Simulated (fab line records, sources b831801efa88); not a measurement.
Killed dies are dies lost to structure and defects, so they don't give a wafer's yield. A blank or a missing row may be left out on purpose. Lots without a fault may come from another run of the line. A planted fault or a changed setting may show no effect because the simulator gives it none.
fab line records | flow sky130
record lots=6 wafers=18 last_day=49
route steps=708 shown FIELD_ISO@20 NWELL@32 DNWELL@35 PWDE@45 PAD_OPEN@708
lots that met no fault: from a run of the same line without faults
start_h: hours from the record's first day to the start of the lot's first wafer shown | wait_h: hours since the lot's step before | " the same as in the row above | L1.1+2: a row that stands for several wafers | - no value, or no start given | * or withheld: withheld | < > ~ a bound
route shown NAME@n: a module of which the file shows steps, and the number in the route of the first | usual: mean/standard deviation of fault-free wafers | same: alike in all rows | chamber/n: place in a boat | sites: the reading at each site | _std_site: their standard deviation | _edge_site: outer sites' mean less inner sites' | radius_mm: how far each site lies from the wafer's centre | mask NAME#n: copy n | behind: the tool/chamber that last shaped the wafer | hold: why the lot was held/for how many hours/how that ended | device: the transistor (n, p or np) that didn't switch | end of line: the same wafers' tests at the end of the route | a step without rows: its recipe alone | killed: dies lost to structure and defects at the first sort, not the wafer's yield | map: a wafer's dies, x killed, . not, _ none there
set.NAME: the setting as run; set.NAME@STEP: as run at that earlier step | model.NAME: the simulator's own value behind a step, which no gauge read
lots at some steps of the route; a table a step, a row a wafer
services: from which hour (start_h, from the record's first day; less than 0 if before it) a tool's chamber was out of use, for how many hours, and why
## steps
# step SKY_FIELD_ISO_CLEAN_19
# recipe chemistry=SC1/SC2 mix=1:4:20 temp_c=70 time_s=150
# step SKY_FIELD_ISO_CLEAN_20
# recipe chemistry=dHF time_s=20 dilution=100:1
# step SKY_FIELD_ISO_WET_ETCH_21
# recipe chemistry=dHF dilution=100:1 target_depth_nm=20 dry=ipa_marangoni target=SiO2 temp_c=25 time_s=400
# step SKY_FIELD_ISO_OXIDATION_22
# recipe temp_c=950 ambient=O2 stabilise_s=600 purge_s=300 target_thk_a=100 ox_time_s=623
# step SKY_FIELD_ISO_THK_MEAS_23
# recipe reads=SiO2_of_FIELD_ISO_OXIDATION_22
# usual FIELD_ISO_OXIDATION_01_THK=10.04/0.17
# columns lot.wafer tool chamber start_h wait_h FIELD_ISO_OXIDATION_01_THK[nm]
L983.1 film_metro-03 - 37.85 0.0 10.14
L983.2 " - " " 10.15
L983.4 " - " " 10.01
L984.1 film_metro-02 - 40.04 0.0 9.77
L984.3 " - " " 9.89
L984.6 " - " " 9.79
L986.2 film_metro-03 - 53.24 0.0 10.00
L986.4 " - " " 10.07
L986.5 " - " " 9.97
L993.3 film_metro-01 - 87.76 0.0 10.20
L993.4 " - " " 10.03
L993.5 " - " " 9.94
L994.1 film_metro-02 - 94.53 0.0 10.03
L994.3 " - " " 9.92
L994.6 " - " " 10.07
L100.2 film_metro-02 - 126.88 0.0 10.19
L100.4 " - " " 10.15
L100.6 " - " " 10.10
# step SKY_FIELD_ISO_CVD_24
# recipe material=SiO2 target_thk_nm=595 temp_c=650 sigma_open_frac=0.3 time_s=99.2 sih4_flow_sccm=60 pressure_mtorr=6.25
# step SKY_FIELD_ISO_THK_MEAS_25
# recipe reads=SiO2_of_FIELD_ISO_CVD_24
# usual FIELD_ISO_CVD_24_THK=594/7
# columns lot.wafer tool chamber start_h wait_h FIELD_ISO_CVD_24_THK[nm]
L983.1 film_metro-02 - 37.98 0.0 583
L983.2 " - " " 592
L983.4 " - " " 591
L984.1 film_metro-01 - 40.17 0.0 596
L984.3 " - " " 598
L984.6 " - " " 602
L986.2 film_metro-01 - 53.37 0.0 584
L986.4 " - " " 593
L986.5 " - " " 591
L993.3 film_metro-01 - 87.89 0.1 590
L993.4 " - " " 598
L993.5 " - " " 593
L994.1 film_metro-03 - 94.67 0.0 590
L994.3 " - " " 595
L994.6 " - " " 594
L100.2 film_metro-03 - 127.01 0.0 594
L100.4 " - " " 593
L100.6 " - " " 589
# step SKY_FIELD_ISO_ANNEAL_26
# recipe temp_c=1000 time_s=1800 ambient=N2
# step SKY_FIELD_ISO_CMP_27
# recipe stop_on=Si3N4 t_overpolish_s=16 down_force_psi=4 platen_rpm=60 target_thk_nm=457.8 pad_velocity_m_s=0.94248
# usual motor_current_A=11.8/1.5 overpolish_run_s=15.999/0.0095 time_to_endpoint_s=111/3.6
# columns lot.wafer tool chamber start_h wait_h motor_current_A overpolish_run_s time_to_endpoint_s
L983.4 cmp-02 0 39.54 0.0 11.8 15.994 107
L983.2 " 2 " " 11.4 15.997 108
L983.1 " 3 " " 12.8 15.984 109
L984.1 cmp-01 3 41.73 0.0 11.4 16.012 112
L984.3 " 2 " " 11.5 15.977 114
L984.6 " 0 " " 10.2 15.991 113
L986.4 cmp-01 2 54.92 0.0 12.0 15.993 114
L986.2 " 1 " " 14.8 15.997 111
L986.5 " 2 " " 11.2 16.004 111
L993.3 cmp-01 2 89.78 0.1 12.3 15.995 109
L993.4 " 3 " " 11.6 15.993 112
L993.5 " 2 " " 11.8 16.016 111
L994.3 cmp-01 3 96.33 0.1 11.8 16.000 116
L994.1 " 0 " " 9.8 16.012 115
L994.6 " 1 " " 14.3 16.004 116
L100.2 cmp-01 1 129.83 0.1 14.4 16.006 119
L100.4 " 2 " " 11.7 16.006 112
L100.6 " 0 " " 10.3 15.998 111
# step SKY_FIELD_ISO_WET_ETCH_28
# recipe chemistry=dHF target_depth_nm=23.7 target=SiO2 dilution=10:1 temp_c=25 time_s=47
# step SKY_FIELD_ISO_WET_ETCH_29
# recipe chemistry=H3PO4 target_depth_nm=160 target=Si3N4 temp_c=160 time_s=1825
# step SKY_FIELD_ISO_WET_ETCH_30
# recipe chemistry=dHF target_depth_nm=25 target=SiO2 dilution=10:1 temp_c=25 time_s=50
# step SKY_NWELL_CLEAN_00
# recipe chemistry=SC1/SC2 mix=1:4:20 temp_c=70 time_s=150 dry=n2_spin
# columns lot.wafer tool chamber start_h wait_h
L983.1+2+4 wet_bench-04 3 40.40 0.0
L984.1+3+6 wet_bench-04 2 42.59 0.0
L986.2+4+5 wet_bench-02 2 55.83 0.0
L993.3+4+5 wet_bench-02 3 90.63 0.0
L994.1+3+6 wet_bench-02 2 97.09 0.0
L100.2+4+6 wet_bench-04 2 130.64 0.0
# step SKY_NWELL_OXIDATION_01
# recipe temp_c=900 ambient=O2 stabilise_s=600 purge_s=300 target_thk_a=100 ox_time_s=1418
# step SKY_NWELL_THK_MEAS_02
# recipe reads=SiO2_of_NWELL_OXIDATION_01
# usual NWELL_OXIDATION_THK=9.99/0.17
# columns lot.wafer tool chamber start_h wait_h NWELL_OXIDATION_THK[nm]
L983.1 film_metro-02 - 43.03 0.0 9.66
L983.2 " - " " 9.75
L983.4 " - " " 9.77
L984.1 film_metro-03 - 44.42 0.0 10.14
L984.3 " - " " 10.02
L984.6 " - " " 10.10
L986.2 film_metro-02 - 58.23 0.0 10.01
L986.4 " - " " 10.17
L986.5 " - " " 9.97
L993.3 film_metro-04 - 93.38 0.0 9.75
L993.4 " - " " 9.80
L993.5 " - " " 9.80
L994.1 film_metro-03 - 99.13 0.0 10.18
L994.3 " - " " 10.27
L994.6 " - " " 10.19
L100.2 film_metro-03 - 133.16 0.0 9.82
L100.4 " - " " 10.00
L100.6 " - " " 9.79
# step SKY_DNWELL_DEHYDRATE_00
# recipe temp_c=200 time_s=60
# step SKY_DNWELL_HMDS_01
# recipe prime_time_s=60 prime_temp_c=120
# step SKY_DNWELL_COAT_02
# recipe spin_rpm=2000 resist_thk_nm=3000
# step SKY_DNWELL_SOFTBAKE_03
# recipe temp_c=110 time_s=withheld
# step SKY_DNWELL_EXPOSE_04
# recipe mask_id=DNM na=0.57 target_cd_nm=3000 dose_mj=222
# step SKY_DNWELL_PEB_05
# recipe temp_c=115 time_s=withheld
# step SKY_DNWELL_DEVELOP_06
# recipe wall_angle_deg=90 developer=TMAH develop_time_s=60 dev_temp_c=23
# step SKY_DNWELL_IMPLANT_07
# recipe species=P energy_kev=withheld dose_cm2=withheld tilt_deg=withheld
# step SKY_DNWELL_STRIP_08
# recipe chemistry=O2/N2 power_w=1400 pressure_mtorr=1500 platen_temp_c=withheld o2_flow_sccm=3000 n2_flow_sccm=300 overash_fraction=0.5
# usual chamber_pressure_mTorr=1500.0/1.3 drypump_motor_current_A=5.7/0.33 oes_product_au=0.722/0.0041 strip_time_to_endpoint_s=36.92/0.097
# columns lot.wafer tool chamber start_h wait_h chamber_pressure_mTorr drypump_motor_current_A oes_product_au rf_hours_counter_h strip_time_to_endpoint_s
L983.1 plasma_asher-04 1 58.87 0.1 1501.2 6.2 0.726 36 36.84
L983.2 " 0 " " 1499.6 5.7 0.721 36 36.88
L983.4 " 0 " " 1499.3 5.7 0.729 - 36.95
L984.1 plasma_asher-03 1 60.47 0.1 1499.1 5.3 0.715 38 36.94
L984.3 " 0 " " 1500.9 5.9 0.723 - 36.98
L984.6 " 1 " " 1501.4 5.3 0.719 - 36.85
L986.2 plasma_asher-02 1 74.94 0.1 1497.5 5.4 0.721 38 37.01
L986.4 " 1 " " 1498.5 5.4 0.724 - 37.05
L986.5 " 1 " " 1501.0 5.4 0.731 - 37.06
L993.3 plasma_asher-04 1 111.40 0.1 1500.5 6.1 0.716 - 36.97
L993.4 " 0 " " 1501.9 5.7 0.720 - 36.99
L993.5 " 0 " " 1500.9 5.7 0.724 - 36.98
L994.1 plasma_asher-02 1 117.14 0.1 1501.9 5.4 0.722 43 36.97
L994.3 " 1 " " 1501.3 5.4 0.729 - 37.05
L994.6 " 0 " " 1500.2 5.3 0.717 - 36.83
L100.2 plasma_asher-04 1 152.53 0.1 1498.3 6.1 0.722 46 36.85
L100.4 " 1 " " 1499.1 6.1 0.715 - 36.94
L100.6 " 1 " " 1500.0 6.1 0.719 - 36.78
# step SKY_DNWELL_TW_MEAS_09
# usual DNWELL_TW=1111/5.8
# columns lot.wafer tool chamber start_h wait_h DNWELL_TW
L983.1 film_metro-03 - 58.97 0.1 1110
L983.2 " - " " 1109
L983.4 " - " " 1110
L984.1 film_metro-02 - 60.57 0.1 1112
L984.3 " - " " 1110
L984.6 " - " " 1111
L986.2 film_metro-04 - 75.05 0.1 1122
L986.4 " - " " 1117
L986.5 " - " " 1118
L993.3 film_metro-03 - 111.49 0.1 1109
L993.4 " - " " 1101
L993.5 " - " " 1108
L994.1 film_metro-03 - 117.24 0.1 1108
L994.3 " - " " 1111
L994.6 " - " " 1113
L100.2 film_metro-02 - 152.64 0.1 1115
L100.4 " - " " 1116
L100.6 " - " " 1114
# step SKY_PWDE_DEHYDRATE_00
# recipe temp_c=200 time_s=60
# step SKY_PWDE_HMDS_01
# recipe prime_time_s=60 prime_temp_c=120
# step SKY_PWDE_COAT_02
# recipe spin_rpm=2000 resist_thk_nm=2957
# step SKY_PWDE_SOFTBAKE_03
# recipe temp_c=110 time_s=withheld
# step SKY_PWDE_EXPOSE_04
# recipe mask_id=PWDEM na=0.6 source_shape=conventional sigma_outer=0.6 polarization=unpolarized target_cd_nm=840 dose_mj=214
# step SKY_PWDE_PEB_05
# recipe temp_c=115 time_s=withheld
# step SKY_PWDE_DEVELOP_06
# recipe wall_angle_deg=90 developer=TMAH develop_time_s=60 dev_temp_c=23
# step SKY_PWDE_OVL_MEAS_07
# usual PWDE_OVL=0.1/1.6
# columns lot.wafer tool chamber start_h wait_h PWDE_OVL[nm]
L983.1 overlay-02 - 75.47 - 0.6
L983.2 " - " " -2.9
L983.4 " - " " -0.6
L984.1 overlay-01 - 76.69 - -1.1
L984.3 " - " " 0.0
L984.6 " - " " 0.1
L986.2 overlay-02 - 92.12 - -0.7
L986.4 " - " " 1.7
L986.5 " - " " 0.8
L993.3 overlay-01 - 129.67 - 1.0
L993.4 " - " " -1.1
L993.5 " - " " 0.4
L994.1 overlay-01 - 135.69 - 0.0
L994.3 " - " " 0.7
L994.6 " - " " -0.2
L100.2 overlay-01 - 172.79 - -2.0
L100.4 " - " " -1.8
L100.6 " - " " -2.1
# step SKY_PWDE_IMPLANT_08
# recipe species=B energy_kev=150 dose_cm2=3.6e+12 tilt_deg=withheld
# step SKY_PWDE_STRIP_09
# recipe chemistry=O2/N2 power_w=1400 pressure_mtorr=1500 platen_temp_c=withheld o2_flow_sccm=3000 n2_flow_sccm=300 overash_fraction=0.5
# usual chamber_pressure_mTorr=1500.2/2 drypump_motor_current_A=5.8/0.34 oes_product_au=0.723/0.0047 strip_time_to_endpoint_s=36.43/0.097
# columns lot.wafer tool chamber start_h wait_h chamber_pressure_mTorr drypump_motor_current_A oes_product_au rf_hours_counter_h strip_time_to_endpoint_s
L983.1 plasma_asher-03 0 75.65 0.1 1498.8 5.9 0.719 40 36.61
L983.2 " 1 " " 1517.3 5.2 0.727 40 36.61
L983.4 " 1 " " 1499.9 5.2 0.720 - 36.63
L984.1 plasma_asher-01 0 76.87 0.1 1499.6 5.4 0.718 28 36.39
L984.3 " 0 " " 1499.8 5.4 0.710 - 36.37
L984.6 " 0 " " 1502.0 5.4 0.728 - 36.43
L986.2 plasma_asher-04 0 92.30 0.1 1499.1 5.7 0.732 39 36.40
L986.4 " 1 " " 1498.8 6.2 0.724 - 36.39
L986.5 " 1 " " 1501.5 6.2 0.714 - 36.40
L993.3 plasma_asher-01 0 129.87 0.1 1501.1 5.5 0.718 - 36.27
L993.4 " 1 " " 1501.5 6.2 0.721 - 36.30
L993.5 " 0 " " 1497.2 5.4 0.728 - 36.29
L994.1 plasma_asher-04 0 135.87 0.1 1499.3 5.7 0.728 44 36.45
L994.3 " 0 " " 1499.1 5.6 0.735 - 36.50
L994.6 " 1 " " 1499.4 6.1 0.718 - 36.49
L100.2 plasma_asher-01 1 172.97 0.1 1499.4 6.2 0.719 39 36.33
L100.4 " 1 " " 1500.9 6.2 0.728 - 36.29
L100.6 " 1 " " 1501.1 6.2 0.717 - 36.39
# step SKY_PWDE_TW_MEAS_10
# usual PWDE_TW=372.7/1.6
# columns lot.wafer tool chamber start_h wait_h PWDE_TW
L983.1 film_metro-02 - 75.75 0.1 369.6
L983.2 " - " " 371.4
L983.4 " - " " 370.4
L984.1 film_metro-02 - 76.97 0.1 371.4
L984.3 " - " " 371.9
L984.6 " - " " 370.8
L986.2 film_metro-02 - 92.41 0.1 371.0
L986.4 " - " " 370.4
L986.5 " - " " 371.3
L993.3 film_metro-04 - 129.96 0.1 373.8
L993.4 " - " " 372.2
L993.5 " - " " 373.8
L994.1 film_metro-02 - 135.97 0.1 373.3
L994.3 " - " " 373.1
L994.6 " - " " 371.3
L100.2 film_metro-03 - 173.10 0.1 371.7
L100.4 " - " " 374.1
L100.6 " - " " 372.3
# step SKY_NWELL_DEHYDRATE_03
# recipe temp_c=200 time_s=60
# step SKY_NWELL_HMDS_04
# recipe prime_time_s=60 prime_temp_c=120
# step SKY_NWELL_COAT_05
# recipe spin_rpm=2000 resist_thk_nm=3000
# step SKY_NWELL_SOFTBAKE_06
# recipe temp_c=110 time_s=withheld
# step SKY_NWELL_EXPOSE_07
# recipe mask_id=NWM na=0.6 source_shape=conventional sigma_outer=0.6 polarization=unpolarized target_cd_nm=840 dose_mj=255
# step SKY_NWELL_PEB_08
# recipe temp_c=115 time_s=withheld
# step SKY_PAD_OPEN_PROBE_99
# usual killed_at_M0_to_M3=43/6.3 killed_at_M4_up=3.1/1.9 killed_at_contacts=24/5.1 killed_at_front_end=14/4.3 killed_at_other=0.3/0.53 killed_dies=85/8.8 killed_open=46/7.1 killed_short=38/5.9
# same gross_dies=492 killed_at_back_side=0
# columns lot.wafer tool chamber start_h wait_h killed_at_M0_to_M3 killed_at_M4_up killed_at_contacts killed_at_front_end killed_at_other killed_dies killed_open killed_short
L993.3 prober-02 - 1143.43 0.2 42 2 12 71 1 128 39 39
L993.4 prober-02 - 1143.48 0.2 36 7 17 53 0 113 43 30
L993.5 prober-02 - 1143.53 0.2 37 7 16 67 1 128 42 32
L994.1 prober-01 - 1145.45 0.1 33 3 25 57 0 118 46 27
L994.3 prober-01 - 1145.55 0.2 43 2 20 58 0 123 37 35
L994.6 prober-01 - 1145.70 0.2 51 2 28 49 0 130 48 42
# killed by level:class
L993.3 NWELL:unspecified=50 CONTACT:geometric_particle:open=7 VIA2:geometric_particle:open=7 METAL1:geometric_particle:short=7 METAL2:geometric_particle:short=7 FIELD_ISO:geometric_particle:open=6 POLY_GATE:geometric_particle:short=6 VIA1:geometric_particle:open=6
L993.4 NWELL:unspecified=40 VIA2:geometric_particle:open=10 VIA1:geometric_particle:open=9 CONTACT:geometric_particle:open=8 METAL4:geometric_particle:short=5 VIA3:geometric_particle:open=5 METAL1:geometric_particle:short=4 METAL2:geometric_particle:short=4
L993.5 NWELL:unspecified=53 VIA1:geometric_particle:open=12 METAL1:geometric_particle:short=6 VIA2:geometric_particle:open=6 METAL4:geometric_particle:short=6 LI_CONTACT:geometric_particle:open=5 VIA1:geometric_particle:short=5 FIELD_ISO:geometric_particle:short=4
L994.1 NWELL:unspecified=45 CONTACT:geometric_particle:open=11 VIA1:geometric_particle:open=8 VIA2:geometric_particle:open=8 LI_CONTACT:geometric_particle:open=5 POLY_GATE:geometric_particle:short=4 LOCAL_INTERCONNECT:geometric_particle:open=4 CONTACT:geometric_particle:short=4
L994.3 NWELL:unspecified=51 VIA1:geometric_particle:open=12 VIA1:geometric_particle:short=7 LI_CONTACT:geometric_particle:open=5 CONTACT:geometric_particle:short=5 VIA2:geometric_particle:open=5 LOCAL_INTERCONNECT:geometric_particle:short=4 METAL1:geometric_particle:short=4
L994.6 NWELL:unspecified=40 VIA1:geometric_particle:open=11 LI_CONTACT:geometric_particle:open=10 CONTACT:geometric_particle:open=9 METAL2:geometric_particle:short=8 VIA1:geometric_particle:short=6 VIA2:geometric_particle:open=6 CONTACT:geometric_particle:short=5
# map L993.3 (x killed, . not)
__________..x.x.x..x_________
________x....x....x..._______
______.....x............_____
_____...x.xx.......x.....____
____....x........x........___
___x....x....x.xx.x....x...__
__......x..x................_
_.....xx..........x..........
_.x.......x.x.........x......
_x..............x.x..x....x..
_x.x..xx.....................
_...x..x..x..x.x...x......x..
_x........xxx.x..............
_...x...xxxxxxx......x...x...
_..x..xxxxxxxxx.xx.xx......x.
__x...xxxxxxxxxx..x.....x.x._
___....x.xxxxxxx...........__
____...xxxxxxx.x.xxxxx....___
_____.x.xxxxx.x....x...x.____
______..x.....xx....x..._____
________..........xxx._______
__________.....x...._________
# map L994.6 (x killed, . not)
__________....xx...._________
________....x...x.xx.._______
______.x.x.x.xxxxx......_____
_____.x.xxxxxxx.x.x..xx..____
____xx....xxxxxxxx.x......___
___......xxxxxxxxx......xx.__
__.x.......xxxxxx.......x..x_
_x...........x.x.......xxx...
_.....xx..x.x.x.......x...x..
_.x.x...x.....xx.xxx.........
_...........x.....x..........
_....xx..................x...
_....x.x........xxx......xx..
_.xx............xx.x...x.....
_.x.....xx...x........x......
__....xx.x...x....x...x....x_
___xx......x...............__
____......x....xx...x.x.xx___
_____.........x...xx.xx..____
______.....x............_____
________x.xx....x..x.._______
__________.......x.._________
## services
# columns tool chamber start_h hours kind
cmp-01 - 26.44 5.5 pm
cmp-02 - 64.00 4.0 pm
cmp-02 - 68.00 - consumable_replace:conditioner
cmp-02 - 68.00 - consumable_replace:pad
cmp-01 - 77.50 9.7 pm
cmp-02 - 79.30 1.9 repair
cmp-02 - 87.23 4.8 pm
plasma_asher-03 - 108.75 9.0 pm
plasma_asher-03 0 108.75 9.0 vent_cycle
plasma_asher-03 1 108.75 9.0 vent_cycle
cmp-01 - 111.11 1.2 repair
cmp-01 - 112.03 2.6 repair
plasma_asher-01 - 115.77 0.7 repair
plasma_asher-03 0 117.75 - clean
plasma_asher-03 1 117.75 - clean
plasma_asher-02 - 126.79 0.8 repair
plasma_asher-03 - 126.83 28.1 pm
cmp-01 - 132.49 20.5 repair
plasma_asher-02 - 155.53 4.3 repair
cmp-01 - 172.43 1.0 repair
## key
first_sign step=SKY_PAD_OPEN_PROBE_99 reading=killed_at_front_end direction=up sigmas=10 usual=14 struck=59
effect step=SKY_PAD_OPEN_PROBE_99 reading=killed_dies direction=up sigmas=4.4 usual=85 struck=123
met_at SKY_NWELL_CLEAN_00
struck_wafers L993.3,L993.4,L993.5,L994.1,L994.3,L994.6
tester_left_out L993,L994
onset_between 55.83 90.63
fault kind=chamber_particle_source tool=wet_bench-02 chamber=- onset_h=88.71 steps=SKY_NWELL_CLEAN_00 rate_per_visit_cm2=0.49568 end_h=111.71
# tester_left_out: of these lots the tester's yield and bins aren't shown, on N5 and GAA mostly nor the transistor test; their killed dies are dies lost to structure and defects alone, not to doping, threshold or leakage, so they don't give the yield
